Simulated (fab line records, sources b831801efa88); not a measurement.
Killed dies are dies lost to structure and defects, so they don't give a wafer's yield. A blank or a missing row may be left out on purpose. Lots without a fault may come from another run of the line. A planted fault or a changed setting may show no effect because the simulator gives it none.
Which tool did it? | flow sfq_line | 7 lots, 21 wafers sampled, at 2 steps of a route of 325

WHAT THE GAUGES READ, wafer by wafer
SFQ_M7_OVL_MEAS_945.
lot  | measured     | on         | M7_OVL (nm)
L783 | day 78 23:53 | overlay-02 | -6 -1 -3
L785 | day 80 07:49 | overlay-01 | -3 -2 -2
L791 | day 85 17:09 | overlay-02 | 5 2 2
L798 | day 86 16:22 | overlay-01 | 8 8 2
L800 | day 86 19:59 | overlay-02 | -3 5 4
L802 | day 88 00:47 | overlay-01 | 8 2 -1
L804 | day 88 05:34 | overlay-01 | -8 -13 -7

WHICH TOOL RAN EACH LOT (tool, then ch and the chambers of the sampled wafers, then the start)
lot  | SFQ_TRILAYER_I6_METRO_MEASURE_167
L783 | film_metro-01, day 74 08:22
L785 | film_metro-01, day 75 20:59
L791 | film_metro-01, day 77 18:26
L798 | film_metro-04, day 78 19:04
L800 | film_metro-01, day 79 04:04
L802 | film_metro-02, day 79 23:11
L804 | film_metro-02, day 80 04:49
- SFQ_TRILAYER_I6_METRO_MEASURE_167

THE ANSWER, worked out from the rows above alone
Rule: what is usual is taken from the lots themselves. Put in order of their means at a reading, lots are off if they are a third of the lots or fewer, leave a main group of 4 or more, and stand apart from it by a gap of 3 or more times the standard deviation of the main group's means; of several such gaps the widest counts. A main group whose means are all the same, to the digits that the tables above print for the reading, isn't used. A lot without any number at a reading at which 4 lots or more have one is off too. The other lots that the step has rows for count as sound.
No lot is off at any reading shown: from this, nothing can be told.

WHAT THE SIMULATOR HAD PUT IN
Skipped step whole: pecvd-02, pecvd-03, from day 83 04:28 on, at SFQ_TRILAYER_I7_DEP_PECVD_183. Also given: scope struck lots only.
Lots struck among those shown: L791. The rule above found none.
